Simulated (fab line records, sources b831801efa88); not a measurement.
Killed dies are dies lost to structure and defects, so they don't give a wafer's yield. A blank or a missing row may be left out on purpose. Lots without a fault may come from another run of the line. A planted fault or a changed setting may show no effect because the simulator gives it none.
Split-lot experiment | flow sky130 | 5 lots, 23 wafers read, on a route of 708 steps

THE SPLIT
At SKY_SD_P_COAT_02 (resist thk 1140 nm), the setting resist_thk_nm was moved away from the recipe's 1140 nm on 7 of the 23 wafers read, by -1.8% to +2.5%. The other wafers ran this setting at the recipe's value.

The reading is taken at the split's own step.

THE READING
NOVOLAK_of_SD_P_COAT_02.thk_nm (the simulator's own value, which no gauge read), in nm, at SKY_SD_P_COAT_02 (resist thk 1140 nm). The file gives no usual value for it. The 16 wafers here that ran the recipe average 1143 nm, standard deviation 2.9 nm.

wafer  | tool, chamber at the split | resist_thk_nm as run, nm | against the recipe | NOVOLAK_of_SD_P_COAT_02.thk_nm, nm | against lot-mates on the recipe
L074.1 | litho_track-02, 0          | 1140                     | recipe             | 1141                               | -
L074.3 | litho_track-02, 0          | 1140                     | recipe             | 1144                               | -
L074.4 | litho_track-02, 0          | 1140                     | recipe             | 1142                               | -
L074.5 | litho_track-02, 0          | 1140                     | recipe             | 1143                               | -
L074.6 | litho_track-02, 0          | 1140                     | recipe             | 1145                               | -
L080.1 | litho_track-02, 0          | 1140                     | recipe             | 1142                               | -
L080.2 | litho_track-02, 0          | 1120                     | -1.8%              | 1119                               | -21
L080.3 | litho_track-02, 0          | 1140                     | recipe             | 1138                               | -
L080.4 | litho_track-02, 0          | 1140                     | recipe             | 1141                               | -
L080.5 | litho_track-02, 0          | 1120                     | -1.8%              | 1121                               | -19
L081.1 | litho_track-01, 0          | 1140                     | recipe             | 1146                               | -
L081.3 | litho_track-01, 0          | 1140                     | recipe             | 1143                               | -
L081.6 | litho_track-01, 0          | 1140                     | recipe             | 1142                               | -
L083.1 | litho_track-03, 0          | 1167                     | +2.4%              | 1174                               | +28
L083.6 | litho_track-03, 0          | 1167                     | +2.4%              | 1174                               | +28
L083.2 | litho_track-03, 0          | 1140                     | recipe             | 1146                               | -
L083.3 | litho_track-03, 0          | 1140                     | recipe             | 1148                               | -
L083.4 | litho_track-03, 0          | 1140                     | recipe             | 1144                               | -
L085.1 | litho_track-03, 0          | 1140                     | recipe             | 1138                               | -
L085.5 | litho_track-03, 0          | 1140                     | recipe             | 1138                               | -
L085.2 | litho_track-03, 0          | 1169                     | +2.5%              | 1167                               | +29
L085.3 | litho_track-03, 0          | 1169                     | +2.5%              | 1163                               | +25
L085.4 | litho_track-03, 0          | 1169                     | +2.5%              | 1168                               | +30

THE FIT
A straight line over all 23 wafers: NOVOLAK_of_SD_P_COAT_02.thk_nm changes by +11.2 nm for each +1% of resist_thk_nm; r = +0.97; the points scatter about the line by 3.7 nm.
The same after taking each lot's own level away (the mean of its wafers on the recipe; 23 wafers): +11.4 nm for each +1%; r = +0.99; scatter 1.6 nm.
On that fit, the largest move of resist_thk_nm shifts the reading by 29 nm.
The lots' own levels span 1138.0 to 1146.0 nm, that is 2.8 times the standard deviation above.
So the lot-to-lot level changes the slope little: the two slopes agree.
Check: with one of the wafers moved furthest among these (+2.5%) left out of the fit, the line predicts +28.8 nm for it against its lot-mates. It came out at +29 nm against them.

OTHER SPLITS ON THESE WAFERS
These wafers also went through other splits before the reading. Each is held against what the fit with the lots' levels taken away leaves over:
other split on the same wafers           | wafers away from the commonest value | r with NOVOLAK_of_SD_P_COAT_02.thk_nm (lot level and that fit taken away)
SKY_VT_ADJUST_PCH_COAT_02 resist_thk_nm  | 11                                   | -0.12
SKY_SONOS_TUNNEL_COAT_02 spin_rpm        | 7                                    | -0.20
SKY_SONOS_TUNNEL_IMPLANT_09 dose_cm2     | 9                                    | +0.03
SKY_SONOS_ONO_CVD_02 pressure_mtorr      | 15                                   | -0.15
SKY_GATE_OXIDE_COAT_05 resist_thk_nm     | 7                                    | +0.20
SKY_GATE_OXIDE_DEVELOP_09 develop_time_s | 10                                   | +0.29
SKY_LDD_P_COAT_02 resist_thk_nm          | 7                                    | -0.08
SKY_LDD_LDN_IMPLANT_10 energy_kev        | 10                                   | +0.41

THE WHOLE CHAIN: every reading that the file lists as answering this split, in the file's order
step              | what it does       | reading                                                                         | change (the file's fit)              | r (the file's)
SKY_SD_P_COAT_02  | resist thk 1140 nm | NOVOLAK_of_SD_P_COAT_02.thk_nm (the simulator's own value, which no gauge read) | +11.5 nm for each +1% of the setting | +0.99
SKY_SD_P_STRIP_10 | strips in O2/N2    | strip_time_to_endpoint_s                                                        | withheld for each +1% of the setting | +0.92

THE FILE'S OWN FIT
NOVOLAK_of_SD_P_COAT_02.thk_nm changes by +11.5 nm for each +1% of resist_thk_nm, r = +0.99.
